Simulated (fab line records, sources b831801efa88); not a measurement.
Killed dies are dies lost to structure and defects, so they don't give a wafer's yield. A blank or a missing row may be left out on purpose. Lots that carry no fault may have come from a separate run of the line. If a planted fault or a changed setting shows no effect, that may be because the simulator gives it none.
One fault seen from 2 desks	flow sky130	what lay behind the numbers comes last; until then each desk has only its own

== METROLOGY DESK ==
Lot by lot, what the gauges showed, no matter which tool ran the lot: averages of those sampled wafers that carry a number. Marked OUT: a lot whose mean sits more than 4 standard deviations from the usual mean, which makes it out of limits; the brackets give that distance.
Columns: A = METAL2_OVL at SKY_METAL2_OVL_MEAS_16, usual 1 nm; B = VIA2_BOW at SKY_VIA2_BOW_MEAS_03, usual 86 um; C = VIA2_W_RS at SKY_VIA2_RS_MEAS_22, usual 0.275 ohm/sq; D = VIA2_W_THK at SKY_VIA2_THK_MEAS_23, usual 404 nm
lot	first seen here	A	B	C	D
L223	day 36 19:28	-1	88	0.269	406
L225	day 37 03:33	-5	79	0.274	410
L228	day 37 18:59	5	88	0.276	408
L229	day 37 19:43	-2	82	0.277	404
L232	day 37 19:56	5	92	0.271	407
L230	day 37 21:15	1	89	0.390 (+34) OUT	327 (-13) OUT
L235	day 38 03:22	-3	79	0.276	405
L242	day 43 15:31	-1	87	0.274	408
L243	day 43 20:02	6	91	0.275	410
L245	day 44 01:44	-1	87	0.276	405
Per this desk, out of limits: L230; the first was L230, day 39 02:05 (VIA2_W_RS at SKY_VIA2_RS_MEAS_22). L223, L225, L228, L229, L232, L235, L242, L243, L245 stayed within limits.

== TOOL OWNER'S DESK, cvd w-01 ==
The tool's own readings at SKY_VIA2_CVD_21 (deposits W, target thk 420 nm, time 126.4 s): means of the sampled wafers that have a number, for each lot that ran on this tool. Marked OUT: a lot whose mean sits more than 4 standard deviations from the usual mean, which makes it out of limits; the brackets give that distance.
Columns: A = chamber pressure Torr at SKY_VIA2_CVD_21, usual 39.99 Torr; B = heater power w at SKY_VIA2_CVD_21, usual 852 W
lot	first seen here	A	B
L225	day 38 09:12	40.04	905
L228	day 38 23:01	40.00	890
L229	day 38 23:54	40.02	821
L232	day 39 00:27	39.95	966
L230	day 39 01:56	40.02	745
L243	day 44 22:49	40.11	824
L245	day 45 04:04	40.10	893
L242	day 45 04:46	39.88	886
Result from this desk: across the 8 lots, nothing is out of limits.

== TAKEN TOGETHER ==
An alarm was possible from the metrology desk at day 39 02:05, on L230.
The desk of the tool owner found nothing out of limits.
Tool owner's desk: L230 on record, inside its limits.
All the named lots went through SKY_VIA2_CVD_21 on cvd w-01.

== WHAT THE SIMULATOR HAD INSERTED ==
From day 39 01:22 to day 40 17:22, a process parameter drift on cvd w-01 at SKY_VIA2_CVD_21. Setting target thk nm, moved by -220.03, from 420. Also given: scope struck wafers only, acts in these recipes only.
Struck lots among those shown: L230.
Hours from the fault's start to each desk's first reading out of limits: the metrology desk, 1.
